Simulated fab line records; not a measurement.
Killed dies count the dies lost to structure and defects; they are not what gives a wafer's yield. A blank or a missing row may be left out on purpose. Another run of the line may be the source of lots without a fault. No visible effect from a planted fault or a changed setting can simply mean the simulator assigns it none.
A lot that was struck, set against a sound lot    flow sky130    44 steps out of a route of 708
Sound: these wafers, L791.1, L791.2, L791.5. Struck: wafer L799.1. The cause comes at the end.
Order at every step that has rows: each side's tool, ch and its chambers, its first start. Under that, the readings that differ: sound wafers    struck wafers    difference of the means    sigmas: that difference in standard deviations of wafers without a fault.
alike: a reading whose means differ by less than 2 such deviations, as well as words and numbers matching on both sides. not compared: withheld readings; readings where some wafer has no value; bounds like >300 that might hide an equal value; numbers whose values overlap and for which the record gives no deviation.
A row with sigmas, a row that says differs or no value, or rows on one side alone: a step with any of these is where the two part. When numbers do not overlap yet have no deviation, they are printed without sigmas and do not part them. A reading missing from all wafers of one side parts the sides only when that side holds two or more wafers.

first, 2 steps without rows for these wafers: SKY_VIA2_SPUTTER_20 (material TiN, target thk 20 nm, time 80 s); SKY_VIA2_CVD_21 (deposits W, target thk 420 nm, time 126.4 s).
SKY_VIA2_RS_MEAS_22: the measuring method here is four-point-probe.
  sound on filmMetro-02, day 37 00:01; struck on filmMetro-02, day 38 18:06
  alike: VIA2_W_RS
SKY_VIA2_THK_MEAS_23: measures by xrf.
  sound on filmMetro-02, day 37 00:08; struck on filmMetro-02, day 38 18:13
  alike: VIA2_W_THK
SKY_VIA2_CMP_24: polishes, stops on SiO2, t overpolish 18.53 s, target thk 0 nm.
  sound on cmp-01 ch 1,2, day 37 00:11; struck on cmp-01 ch 3, day 38 18:26
reading              sound           struck  difference  sigmas
motorCurrentA (A)    12.9 10.0 12.5  9.1     -2.7        -2
timeToEndpointS (s)  117 107 108     95      -16         -3
  alike: overpolishRunS
SKY_METAL3_SPUTTER_00: material Ti, target thk 15 nm, time 10 s.
  sound on pvdSputter-03, day 37 00:29; struck on pvdSputter-04, day 38 18:35
  alike: cathodeDcPowerW, throttleValvePct
then, 5 steps without rows for these wafers: SKY_METAL3_SPUTTER_01 (material TiN, target thk 20 nm, time 16.7 s); SKY_METAL3_SPUTTER_02 (material AlCu, target thk 735 nm, time 39.1 s); SKY_METAL3_SPUTTER_03 (material Ti, target thk 5 nm, time 3.3 s); SKY_METAL3_SPUTTER_04 (material TiN, target thk 70 nm, time 58.3 s); SKY_CAPM_CVD_00 (deposits SiO2, target thk 15.5 nm).
SKY_CAPM_THK_MEAS_01:
  sound on filmMetro-03, day 37 00:40; struck on filmMetro-02, day 38 18:45
  alike: CAPM_CVD_00_THK
SKY_CAPM_SPUTTER_02: material TiN, target thk 200 nm, time 166.7 s.
  sound on pvdSputter-01, day 37 00:44; struck on pvdSputter-01, day 38 18:49
reading                                  sound                 struck  difference  sigmas
cathodeDcPowerW (W)                      6499.2 6499.3 6500.6  6199.6  -300.1      -99 or more
model.TiN_of_CAPM_SPUTTER_02.thkNm (nm)  195 200.5 199.2       186.9   -11.3       
  alike: susceptorTempC, throttleValvePct
SKY_CAPM_RS_MEAS_03: the measuring method here is four-point-probe.
  sound on filmMetro-01, day 37 00:50; struck on filmMetro-01, day 38 18:55
reading               sound           struck  difference  sigmas
CAPM_TIN_RS (ohm/sq)  7.10 6.90 6.95  7.44    +0.46       +5
SKY_CAPM_THK_MEAS_04: measures by xrf.
  sound on filmMetro-01, day 37 00:58; struck on filmMetro-01, day 38 19:02
reading            sound              struck  difference  sigmas
CAPM_TIN_THK (nm)  192.2 198.3 197.1  184.2   -11.7       -4
then, 7 steps without rows for these wafers: SKY_CAPM_DEHYDRATE_05 (time 60 s); SKY_CAPM_HMDS_06 (prime time 60 s); SKY_CAPM_COAT_07 (resist thk 1140 nm); SKY_CAPM_SOFTBAKE_08 (time 60 s); SKY_CAPM_EXPOSE_09 (exposes mask CAPM, target cd 1000 nm); SKY_CAPM_PEB_10; SKY_CAPM_DEVELOP_11 (develop time 60 s).
SKY_CAPM_OVL_MEAS_12:
  sound on overlay-02, day 38 02:20; struck on overlay-02, day 39 20:05
  alike: CAPM_OVL
SKY_CAPM_METAL_ETCH_13: etches TiN in Cl2/BCl3, stops on SiO2, target depth 220 nm, time 62.9 s.
  sound on rieMetal-01 ch 0,1, day 38 02:23; struck on rieMetal-01 ch 1, day 39 20:08
reading                         sound                 struck  difference  sigmas
oesProductAu (a.u.)             0.918 0.938 0.942     0.904   -0.029      -3
throttleValvePct (%)            21.920 21.888 21.905  21.924  +0.020      +2
model.CAPM.featureDepthNm (nm)  195 200.5 199.2       186.9   -11.3       
model.etch.depthNm (nm)         195 200.5 199.2       186.9   -11.3       
  alike: drypumpMotorCurrentA
  not compared: rfHoursCounterH
then, 12 steps without rows for these wafers: SKY_CAPM_STRIP_14 (strips in O2/N2); SKY_CAPM_STRIP_15 (strips in post etch residue remover, time 1200 s); SKY_CAPM_CLEAN_16 (cleans in IPA, time 180 s); SKY_CAPM_CLEAN_17 (cleans in O3/DIW); SKY_METAL3_DEHYDRATE_05 (time 60 s); SKY_METAL3_HMDS_06 (prime time 60 s); SKY_METAL3_COAT_07 (resist thk 60 nm); SKY_METAL3_COAT_08 (resist thk 1140 nm); SKY_METAL3_SOFTBAKE_09 (time 90 s); SKY_METAL3_EXPOSE_10 (exposes mask MM3, target cd 300 nm); SKY_METAL3_PEB_11; SKY_METAL3_DEVELOP_12 (develop time 60 s).
SKY_METAL3_CD_MEAS_13 targets a cd of 300 nm.
  sound on cdSem-01, day 39 04:32; struck on cdSem-01, day 40 21:29
  alike: cdNm
SKY_METAL3_OVL_MEAS_14:
  sound on overlay-02, day 39 04:40; struck on overlay-02, day 40 21:36
  alike: METAL3_OVL
SKY_METAL3_DESCUM_15: chemistry O2, time 8 s.
  sound on rieMetal-04 ch 0,1, day 39 04:42; struck on rieMetal-04 ch 1, day 40 21:38
  alike: drypumpMotorCurrentA, oesProductAu
  not compared: rfHoursCounterH
SKY_METAL3_ETCH_16: etches BARC in N2/H2, stops on SiO2, time 88.2 s, target depth 60 nm.
  sound on rieMetal-04 ch 0,1, day 39 04:44; struck on rieMetal-04 ch 1, day 40 21:40
  alike: drypumpMotorCurrentA, oesProductAu, throttleValvePct
  not compared: rfHoursCounterH
then, 1 step without rows for these wafers: SKY_METAL3_ETCH_17 (etches SiO2 in C4F8/O2/Ar, stops on TiN, time 3.9 s, target depth 15 nm).
SKY_METAL3_METAL_ETCH_18: etches the open film in Cl2/BCl3, stops on SiO2, target depth 845 nm, time 183.1 s.
  sound on rieMetal-03 ch 0,1, day 39 04:51; struck on rieMetal-03 ch 1, day 40 21:47
  alike: drypumpMotorCurrentA, oesProductAu, throttleValvePct
  not compared: rfHoursCounterH
SKY_METAL3_STRIP_20: strips in post etch residue remover, time 1200 s.
  sound on wetBench-04 ch 2, day 39 05:08; struck on wetBench-04 ch 0, day 40 22:04
reading                                  sound              struck  difference  sigmas
model.TiN_of_CAPM_SPUTTER_02.thkNm (nm)  194.2 199.7 198.3  186.1   -11.3       
SKY_PAD_OPEN_PROBE_99:
  the record holds rows for the sound wafers here (prober-01, day 46 10:55) but none for the struck ones

WHERE THEY PART
At SKY_VIA2_CMP_24 first; at SKY_PAD_OPEN_PROBE_99 last (within this record only).

WHY: whatever the simulator had introduced
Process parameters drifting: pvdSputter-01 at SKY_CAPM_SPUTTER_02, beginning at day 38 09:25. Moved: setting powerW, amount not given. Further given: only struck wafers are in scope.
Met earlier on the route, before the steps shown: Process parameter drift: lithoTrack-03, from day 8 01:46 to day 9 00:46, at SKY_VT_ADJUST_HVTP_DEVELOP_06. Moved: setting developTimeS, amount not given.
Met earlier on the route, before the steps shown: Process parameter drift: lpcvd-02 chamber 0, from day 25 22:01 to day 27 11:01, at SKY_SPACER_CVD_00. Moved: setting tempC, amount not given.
